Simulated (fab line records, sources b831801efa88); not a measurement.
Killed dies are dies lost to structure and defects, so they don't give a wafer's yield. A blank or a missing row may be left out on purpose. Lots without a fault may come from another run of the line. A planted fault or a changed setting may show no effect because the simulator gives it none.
Which tool did it? | flow sky130 | 15 lots, 43 wafers sampled, at 5 steps of a route of 708

WHAT THE GAUGES READ, wafer by wafer
SKY_LI_CONTACT_THK_MEAS_23: measures by xrf.
lot  | measured     | on            | LI_CONTACT_W_THK (nm)
L868 | day 29 04:48 | film_metro-03 | 398 396 397
L875 | day 31 12:14 | film_metro-04 | 398 396
L876 | day 31 17:05 | film_metro-03 | 400 399
L878 | day 32 09:42 | film_metro-04 | 391 387 397
L879 | day 32 18:06 | film_metro-02 | 390 391 392
L880 | day 32 22:08 | film_metro-03 | 395 392 396
L881 | day 33 10:40 | film_metro-02 | 391 391 393
L882 | day 33 14:50 | film_metro-03 | 401 398 398
L884 | day 34 14:32 | film_metro-02 | 395 386 383
L885 | day 34 18:13 | film_metro-04 | 395 389 399
L886 | day 34 23:17 | film_metro-03 | 399 394 401
L888 | day 35 15:36 | film_metro-04 | 387 395 385
L889 | day 36 00:00 | film_metro-02 | 395 395 392
L890 | day 36 03:27 | film_metro-04 | 389 389 388
L891 | day 36 12:34 | film_metro-04 | 386 395 392

SKY_METAL2_CD_MEAS_15: target cd 140 nm.
lot  | measured     | on        | cd_nm (nm)
L868 | day 35 02:56 | cd_sem-02 | 140.9 139.8 141.1
L875 | day 37 06:24 | cd_sem-01 | 138.4 141.2
L876 | day 37 11:50 | cd_sem-02 | 141.6 141.4
L878 | day 38 04:50 | cd_sem-01 | 137.2 138.4 138.8
L879 | day 38 12:23 | cd_sem-01 | 139.0 140.4 140.0
L880 | day 38 15:26 | cd_sem-02 | 139.4 138.8 140.9
L881 | day 39 04:28 | cd_sem-01 | 140.0 139.1 141.1
L882 | day 39 07:38 | cd_sem-02 | 142.0 142.2 140.5
L884 | day 40 05:31 | cd_sem-02 | 141.9 142.3 142.5
L885 | day 40 08:59 | cd_sem-02 | 139.5 138.8 139.4
L886 | day 40 13:12 | cd_sem-01 | 139.5 139.0 138.9
L888 | day 41 04:02 | cd_sem-01 | 139.7 139.4 138.4
L889 | day 41 12:35 | cd_sem-01 | 139.8 140.5 141.0
L890 | day 41 14:35 | cd_sem-01 | 138.4 138.8 139.3
L891 | day 42 00:46 | cd_sem-01 | 142.1 141.5 140.8

SKY_PASSIVATION_THK_MEAS_01.
lot  | measured     | on            | PASSIVATION_CVD_00_THK (nm)
L868 | day 43 19:08 | film_metro-02 | 89.2 92.4 90.3
L875 | day 45 16:37 | film_metro-04 | 37.5 91.1 37.5 91.1
L876 | day 45 19:41 | film_metro-03 | 39.0 92.0 39.0 92.0
L878 | day 46 12:35 | film_metro-04 | 90.0 89.2 91.0
L879 | day 46 17:20 | film_metro-02 | 90.4 38.7 89.7 90.4 38.7 89.8
L880 | day 46 21:17 | film_metro-04 | 90.0 88.7 91.4
L881 | day 47 07:29 | film_metro-02 | 90.6 90.3 92.5
L882 | day 47 10:33 | film_metro-03 | 91.4 91.0 90.6
L884 | day 48 03:06 | film_metro-04 | 88.5 90.2 90.2
L885 | day 48 05:17 | film_metro-03 | 91.4 90.4 91.1
L886 | day 48 10:14 | film_metro-02 | 90.8 91.1 91.7
L888 | day 48 18:02 | film_metro-03 | 89.2 90.1 91.3
L889 | day 49 02:19 | film_metro-03 | 90.1 91.6 91.4
L890 | day 49 04:49 | film_metro-03 | 90.3 89.6 91.6
L891 | day 49 11:53 | film_metro-03 | 89.7 89.9 90.0

WHICH TOOL RAN EACH LOT (tool, then ch and the chambers of the sampled wafers, then the start)
lot  | SKY_LOCAL_INTERCONNECT_STRIP_15      | SKY_PASSIVATION_CVD_00
L868 | plasma_asher-02 ch 0,1, day 30 09:13 | pecvd-01 ch 0,2, day 43 19:06
L875 | plasma_asher-01 ch 0,1, day 32 16:17 | pecvd-02 ch 0,2, day 45 16:34
L876 | plasma_asher-01 ch 1, day 32 20:44   | pecvd-02 ch 1,2, day 45 19:38
L878 | plasma_asher-01 ch 0,1, day 33 13:20 | pecvd-03 ch 0,1,2, day 46 12:34
L879 | plasma_asher-02 ch 0,1, day 33 21:16 | pecvd-02 ch 0,1,2, day 46 17:18
L880 | plasma_asher-03 ch 0,1, day 34 01:00 | pecvd-01 ch 1,2, day 46 21:15
L881 | plasma_asher-01 ch 0,1, day 34 14:10 | pecvd-03 ch 0,1,2, day 47 07:28
L882 | plasma_asher-02 ch 0,1, day 34 18:15 | pecvd-01 ch 1,2, day 47 10:31
L884 | plasma_asher-03 ch 0,1, day 35 17:38 | pecvd-01 ch 0,2, day 48 03:04
L885 | plasma_asher-02 ch 0,1, day 35 20:42 | pecvd-03 ch 0,2, day 48 05:15
L886 | plasma_asher-02 ch 0,1, day 36 02:28 | pecvd-01 ch 1,2, day 48 10:11
L888 | plasma_asher-01 ch 0,1, day 36 17:46 | pecvd-01 ch 0,2, day 48 18:01
L889 | plasma_asher-02 ch 0, day 37 03:04   | pecvd-03 ch 0,1, day 49 02:18
L890 | plasma_asher-01 ch 0,1, day 37 04:52 | pecvd-01 ch 0,1,2, day 49 04:48
L891 | plasma_asher-03 ch 0,1, day 37 15:46 | pecvd-03 ch 0,1,2, day 49 11:52
- SKY_LOCAL_INTERCONNECT_STRIP_15: strips in O2/N2.
- SKY_PASSIVATION_CVD_00: deposits SiO2, target thk 90 nm.

WHAT THE TOOLS THEMSELVES READ (means of the sampled wafers that have a number; where no wafer has one, the mark that the record gives instead)
SKY_LOCAL_INTERCONNECT_STRIP_15.
lot  | tool            | drypump_motor_current_A (A) | oes_product_au (a.u.) | strip_time_to_endpoint_s (s)
L868 | plasma_asher-02 | 5.53                        | 0.428                 | 4.704
L875 | plasma_asher-01 | 5.72                        | 0.428                 | 4.737
L876 | plasma_asher-01 | 5.98                        | 0.425                 | 4.694
L878 | plasma_asher-01 | 5.81                        | 0.432                 | 4.730
L879 | plasma_asher-02 | 5.51                        | 0.431                 | 4.708
L880 | plasma_asher-03 | 5.64                        | 0.425                 | 4.724
L881 | plasma_asher-01 | 5.62                        | 0.430                 | 4.720
L882 | plasma_asher-02 | 5.44                        | 0.424                 | 4.704
L884 | plasma_asher-03 | 5.65                        | 0.427                 | 4.761
L885 | plasma_asher-02 | 5.43                        | 0.427                 | 4.727
L886 | plasma_asher-02 | 5.42                        | 0.422                 | 4.689
L888 | plasma_asher-01 | 5.61                        | 0.424                 | 4.691
L889 | plasma_asher-02 | 5.36                        | 0.426                 | 4.694
L890 | plasma_asher-01 | 5.80                        | 0.430                 | 4.721
L891 | plasma_asher-03 | 5.64                        | 0.423                 | 4.712

SKY_PASSIVATION_CVD_00.
lot  | tool     | heater_power_w (W)
L868 | pecvd-01 | 701
L875 | pecvd-02 | 728
L876 | pecvd-02 | 600
L878 | pecvd-03 | 651
L879 | pecvd-02 | 641
L880 | pecvd-01 | 806
L881 | pecvd-03 | 674
L882 | pecvd-01 | 703
L884 | pecvd-01 | 672
L885 | pecvd-03 | 633
L886 | pecvd-01 | 778
L888 | pecvd-01 | 712
L889 | pecvd-03 | 659
L890 | pecvd-01 | 677
L891 | pecvd-03 | 672

THE ANSWER, worked out from the rows above alone
Rule: what is usual is taken from the lots themselves. Put in order of their means at a reading, lots are off if they are a third of the lots or fewer, leave a main group of 4 or more, and stand apart from it by a gap of 3 or more times the standard deviation of the main group's means; of several such gaps the widest counts. A main group whose means are all the same, to the digits that the tables above print for the reading, isn't used. A lot without any number at a reading at which 4 lots or more have one is off too. The other lots that the step has rows for count as sound. The gauges are gone through in route order, then the tools' own readings, and for those a lot's mean is taken as printed above. The first step at which some lot is off is used, and at that step the reading that is off furthest; a lot without a number counts as furthest.
Off: L875, L876, L879, at SKY_PASSIVATION_THK_MEAS_01 (PASSIVATION_CVD_00_THK). The main group: mean 90.5 nm, standard deviation 0.52.
A tool fits if, at a process step before that reading, it ran every lot that is off, and no sound lot after the first of them. The gauges at SKY_PASSIVATION_THK_MEAS_01 are tried like those tools. One fits: pecvd-02 at SKY_PASSIVATION_CVD_00. It ran no sound lot before its first lot that is off in this sample, so the start can't be narrowed down.

WHAT THE SIMULATOR HAD PUT IN
Process parameter drift: pecvd-02, from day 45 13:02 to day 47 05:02, at SKY_PASSIVATION_CVD_00. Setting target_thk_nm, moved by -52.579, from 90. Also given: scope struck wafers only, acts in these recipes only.
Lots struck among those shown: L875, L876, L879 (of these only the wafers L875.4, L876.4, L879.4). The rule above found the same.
